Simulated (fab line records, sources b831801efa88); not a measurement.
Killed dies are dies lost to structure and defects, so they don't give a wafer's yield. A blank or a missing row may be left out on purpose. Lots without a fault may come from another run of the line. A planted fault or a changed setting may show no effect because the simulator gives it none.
A struck lot beside a sound one | flow gf180mcu | 15 steps out of a route of 602
Sound: wafers L431.1, L431.2, L431.3. Struck: wafers L440.2, L440.5, L440.6. The cause comes at the end.
At each step with rows: each side's tool, then ch and its chambers, then its first start. Under that, the readings that differ: sound wafers | struck wafers | difference of the means | sigmas: that difference in standard deviations of wafers without a fault.
alike: readings whose means differ by less than 2 such deviations, and words and numbers that are the same on both sides. not compared: withheld readings, readings that some wafer has no value for, bounds like >300 that may hide the same value, and numbers for which the record gives no deviation and whose values overlap.
The two part at a step that has a row with sigmas, a row that says differs or no value, or rows on one side only. Numbers that don't overlap but have no deviation are shown without sigmas and don't part them. A reading that every wafer of one side lacks parts them only if that side has two wafers or more.

GF_V2_ETCH_16: etches BARC in N2/H2.
  sound on rie_diel-02 ch 0,1,2, day 20 03:52; struck on rie_diel-04 ch 1,2,3, day 24 07:40
  alike: drypump_motor_current_A, oes_product_au, throttle_valve_pct
GF_V2_ETCH_17: etches SiO2 in C4F8/O2/Ar, stops on TiN, target depth 630 nm.
  sound on rie_diel-02 ch 0,1,2; struck on rie_diel-04 ch 1,2,3
  alike: oes_product_au
then, 3 steps without rows for these wafers: GF_V2_STRIP_18 (strips in O2/N2); GF_V2_STRIP_19 (strips in post etch residue remover, time 1200 s); GF_V2_CLEAN_20 (cleans in DIW).
GF_V2_SPUTTER_21: material Ti, target thk 15 nm, time 80.02 s.
  sound on pvd_sputter-04, day 20 04:52; struck on pvd_sputter-01, day 24 08:22
  alike: cathode_dc_power_W, throttle_valve_pct
GF_V2_SPUTTER_22: material TiN, target thk 10 nm, time 40 s.
  sound on pvd_sputter-04, day 20 04:55; struck on pvd_sputter-01, day 24 08:25
  alike: cathode_dc_power_W, throttle_valve_pct
then, 1 step without rows for these wafers: GF_V2_CVD_23 (deposits W, target thk 350 nm, time 104.94 s).
GF_V2_RS_MEAS_24: measures by four-point-probe.
  sound on film_metro-04, day 20 05:04; struck on film_metro-03, day 24 08:35
  alike: V2_W_RS
GF_V2_THK_MEAS_25: measures by xrf.
  sound on film_metro-04, day 20 05:11; struck on film_metro-03, day 24 08:42
  alike: V2_W_THK
then, 2 steps without rows for these wafers: GF_V2_CMP_26 (polishes, stops on SiO2, t overpolish 15 s, target thk 0 nm); GF_M3_SPUTTER_00 (material Ti, target thk 37.5 nm, time 150 s).
GF_M3_SPUTTER_01: material TiN, target thk 30 nm, time 25 s.
  sound on pvd_sputter-01, day 20 05:39; struck on pvd_sputter-03, day 24 09:10
  reading                                | sound             | struck            | difference | sigmas
  model.TiN_of_M3_SPUTTER_01.thk_nm (nm) | 30.57 30.31 30.21 | 20.15 20.25 20.05 | -10.21     |
  alike: cathode_dc_power_W, throttle_valve_pct
GF_M3_SPUTTER_02: material AlCu, target thk 450 nm, time 23.9 s.
  sound on pvd_sputter-01, day 20 05:41; struck on pvd_sputter-03, day 24 09:11
  alike: cathode_dc_power_W, throttle_valve_pct
GF_PASSIVATION_PROBE_99:
  the record has rows for the sound wafers here (prober-02, day 29 03:08) and none for the struck ones

WHERE THEY PART
Only at GF_PASSIVATION_PROBE_99, within this record.

WHY: what the simulator had put in
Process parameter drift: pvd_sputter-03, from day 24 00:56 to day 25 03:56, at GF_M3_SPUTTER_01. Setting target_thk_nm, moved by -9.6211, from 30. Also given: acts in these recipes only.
